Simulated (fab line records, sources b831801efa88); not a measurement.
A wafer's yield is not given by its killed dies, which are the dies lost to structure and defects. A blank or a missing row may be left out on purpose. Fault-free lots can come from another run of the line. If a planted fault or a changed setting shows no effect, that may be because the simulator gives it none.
Which of the tools did it? ; flow gf180mcu ; 7 lots, 21 wafers sampled, at 2 steps of a route of 602

WHAT THE GAUGES READ, wafer by wafer
GF_LVPWELL_TW_MEAS_11.
lot;measured;on;LVPWELL_TW
L888;day 4 04:07;film metro-03;560.0 558.0 557.5
L893;day 5 09:25;film metro-02;567.5 565.5 565.1
L895;day 5 19:24;film metro-01;562.2 561.3 561.0
L897;day 6 06:48;film metro-02;680.8 679.8 682.3 681.7 680.2 678.9
L899;day 6 16:52;film metro-01;675.2 677.4 677.3 674.3 670.9 673.7
L907;day 8 14:31;film metro-01;558.3 563.1 562.1
L909;day 9 01:50;film metro-02;562.8 560.2 563.1

WHICH TOOL RAN EACH LOT (tool, then ch and the chambers of the sampled wafers, then the start)
lot;GF_LVPWELL_IMPLANT_08
L888;implanter-03 ch 0, day 4 03:43
L893;implanter-03 ch 0, day 5 09:01
L895;implanter-03 ch 0, day 5 19:02
L897;implanter-02 ch 0, day 6 06:07
L899;implanter-02 ch 0, day 6 15:53
L907;implanter-03 ch 0, day 8 14:08
L909;implanter-02 ch 0, day 9 01:26
- GF_LVPWELL_IMPLANT_08

THE ANSWER, worked out from the rows above alone
Rule: the lots themselves supply what counts as usual. The widest of any qualifying gaps counts: lots, ordered by their means at a reading, are off when they make up no more than a third of the lots, leave a main group of 4 or more, and stand apart from it by 3 or more times the standard deviation of that group's means. The tables above print the reading to a certain number of digits; a main group whose means all agree to those digits is not used. A lot without any number at a reading at which 4 lots or more have one is off too. Any other lot the step has rows for is counted as sound.
Off: L897, L899, seen at GF_LVPWELL_TW_MEAS_11 (LVPWELL_TW). Main group: mean 561.8, sd 2.4.
If a tool, at a process step before that reading, ran all the lots that are off and no sound lot after the first of them, it fits. Gauges at GF_LVPWELL_TW_MEAS_11: tried the same way as those tools. Not one of the candidates tried fits.

WHAT HAD BEEN PUT IN BY THE SIMULATOR
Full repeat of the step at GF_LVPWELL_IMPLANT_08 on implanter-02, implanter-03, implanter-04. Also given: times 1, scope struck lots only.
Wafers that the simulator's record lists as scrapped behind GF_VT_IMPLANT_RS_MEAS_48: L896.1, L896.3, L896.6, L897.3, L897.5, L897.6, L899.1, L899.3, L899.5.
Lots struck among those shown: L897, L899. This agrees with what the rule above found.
